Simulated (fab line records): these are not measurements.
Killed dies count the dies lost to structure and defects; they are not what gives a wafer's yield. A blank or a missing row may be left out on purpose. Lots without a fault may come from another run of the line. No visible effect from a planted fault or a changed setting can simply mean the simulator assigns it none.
A struck lot beside a sound one / flow sky130 / 32 steps out of a route of 708
Sound: these wafers, L173.2, L173.3, L173.5. Struck: wafer L188.1 (L188.3, L188.5, from the same lot, were not struck and are left out); the cause is given at the end.
At each step with rows: each side's tool, then ch and its chambers, then its first start. Under that, the readings that differ: sound wafers / struck wafers / difference of the means / sigmas: that difference in standard deviations of wafers without a fault.
alike: a reading whose means differ by less than 2 such deviations, as well as words and numbers matching on both sides. not compared: withheld readings; readings where some wafer has no value; bounds like >300 that might hide an equal value; numbers whose values overlap and for which the record gives no deviation.
The two part at a step that has a row with sigmas, a row that says differs or no value, or rows on one side only. When numbers do not overlap yet have no deviation, they are printed without sigmas and do not part them. A reading missing from all wafers of one side parts the sides only when that side holds two or more wafers.

SKY_VIA1_ETCH_15: etches SiO2 in C4F8/O2/Ar, stops on TiN, target depth 351 nm, time 54 s.
  sound on rie_diel-03 ch 0,3, day 35 12:24; struck on rie_diel-01 ch 0, day 39 12:18
  alike: oes_product_au
  not compared: rf_hours_counter_h
then, 5 steps without rows for these wafers: SKY_VIA1_STRIP_16 (strips in O2/N2); SKY_VIA1_STRIP_17 (strips in post etch residue remover, time 1200 s); SKY_VIA1_CLEAN_18 (cleans in IPA, time 180 s); SKY_VIA1_CLEAN_19 (cleans in O3/DIW); SKY_VIA1_SPUTTER_20 (material TiN, target thk 20 nm, time 80 s).
SKY_VIA1_CVD_21: deposits W, target thk 270 nm, time 80.902 s.
  sound on cvd_w-02 ch 0,1, day 35 13:09; struck on cvd_w-02 ch 1, day 39 13:01
  alike: heater_power_w, susceptor_temp_C
SKY_VIA1_RS_MEAS_22: measures by four-point-probe.
  sound on film_metro-03, day 35 13:16; struck on film_metro-04, day 39 13:06
  alike: VIA1_W_RS
SKY_VIA1_THK_MEAS_23: measures by xrf.
  sound on film_metro-03, day 35 13:22; struck on film_metro-04, day 39 13:13
  alike: VIA1_W_THK
SKY_VIA1_CMP_24: polishes, stops on SiO2, t overpolish 15 s, target thk 0 nm.
  sound on cmp-01 ch 0,1,3, day 35 13:34; struck on cmp-02 ch 3, day 39 13:17
reading=edge_zone_pressure_frac; sound=1.002 1.005 1.003; struck=0.991; difference=-0.012; sigmas=-3
reading=overpolish_run_s (s); sound=15.003 15.000 15.004; struck=14.984; difference=-0.018; sigmas=-2
reading=time_to_endpoint_s (s); sound=66.9 66.4 67.5; struck=59.2; difference=-7.7; sigmas=-3
  alike: motor_current_A
then, 1 step without rows for these wafers: SKY_METAL2_SPUTTER_00 (material Ti, target thk 15 nm, time 10 s).
SKY_METAL2_SPUTTER_01: material TiN, target thk 20 nm, time 16.7 s.
  sound on pvd_sputter-02, day 35 13:48; struck on pvd_sputter-04, day 39 13:36
  alike: throttle_valve_pct
SKY_METAL2_SPUTTER_02: material AlCu, target thk 250 nm, time 13.3 s.
  sound on pvd_sputter-02, day 35 13:49; struck on pvd_sputter-04, day 39 13:38
reading=model.AlCu_of_METAL2_SPUTTER_02.thk_nm (nm); sound=248.9 248.8 248.2; struck=145.6; difference=-103.0; sigmas=
  alike: throttle_valve_pct
SKY_METAL2_SPUTTER_03: material Ti, target thk 5 nm, time 3.3 s.
  sound on pvd_sputter-02, day 35 13:51; struck on pvd_sputter-04, day 39 13:39
  alike: throttle_valve_pct
then, 1 step without rows for these wafers: SKY_METAL2_SPUTTER_04 (material TiN, target thk 70 nm, time 58.3 s).
SKY_METAL2_RS_MEAS_05: measures by four-point-probe.
  sound on film_metro-03, day 35 13:56; struck on film_metro-03, day 39 13:43
reading=METAL2_ALCU_RS (ohm/sq); sound=0.1271 0.1273 0.1274; struck=0.2227; difference=+0.0954; sigmas=+87
SKY_METAL2_THK_MEAS_06: measures by xrf.
  sound on film_metro-03, day 35 14:02; struck on film_metro-03, day 39 13:50
reading=METAL2_ALCU_THK (nm); sound=249.8 249.4 249.8; struck=147.7; difference=-102.0; sigmas=-46
then, 8 steps without rows for these wafers: SKY_METAL2_DEHYDRATE_07 (time 60 s); SKY_METAL2_HMDS_08 (prime time 60 s); SKY_METAL2_COAT_09 (resist thk 60 nm); SKY_METAL2_COAT_10 (resist thk 450 nm); SKY_METAL2_SOFTBAKE_11 (time 90 s); SKY_METAL2_EXPOSE_12 (exposes mask MM2, target cd 140 nm); SKY_METAL2_PEB_13; SKY_METAL2_DEVELOP_14 (develop time 60 s).
SKY_METAL2_CD_MEAS_15: the cd target is 140 nm.
  sound on cd_sem-01, day 36 16:16; struck on cd_sem-01, day 40 14:01
  alike: cd_nm
SKY_METAL2_OVL_MEAS_16:
  sound on overlay-01, day 36 16:22; struck on overlay-02, day 40 14:08
  alike: METAL2_OVL
then, 2 steps without rows for these wafers: SKY_METAL2_DESCUM_17 (chemistry O2, time 8 s); SKY_METAL2_ETCH_18 (etches BARC in N2/H2, stops on SiO2, time 45.9 s, target depth 60 nm).
SKY_METAL2_METAL_ETCH_19: etches the open film in Cl2/BCl3, stops on SiO2, target depth 360 nm, time 78 s.
  sound on rie_metal-03 ch 0,1, day 36 16:29; struck on rie_metal-03 ch 1, day 40 14:16
reading=oes_product_au (a.u.); sound=0.850 0.855 0.848; struck=0.737; difference=-0.114; sigmas=-20
  alike: drypump_motor_current_A, mfc_cl2_sccm, throttle_valve_pct
  not compared: rf_hours_counter_h
then, 1 step without rows for these wafers: SKY_METAL2_STRIP_20 (strips in O2/N2).
-- the record jumps here: 9 days lie between the struck wafers' starts before and after (it left off in module METAL2 and takes up again in module PAD_OPEN, whose first step shown is number 708 of the route) --
SKY_PAD_OPEN_PROBE_99:
  the record has rows for the struck wafers here (prober-02, day 49 21:58) and none for the sound ones

WHERE THEY PART
At SKY_VIA1_CMP_24 first; at SKY_PAD_OPEN_PROBE_99 last (within this record only).

WHY: whatever the simulator had introduced
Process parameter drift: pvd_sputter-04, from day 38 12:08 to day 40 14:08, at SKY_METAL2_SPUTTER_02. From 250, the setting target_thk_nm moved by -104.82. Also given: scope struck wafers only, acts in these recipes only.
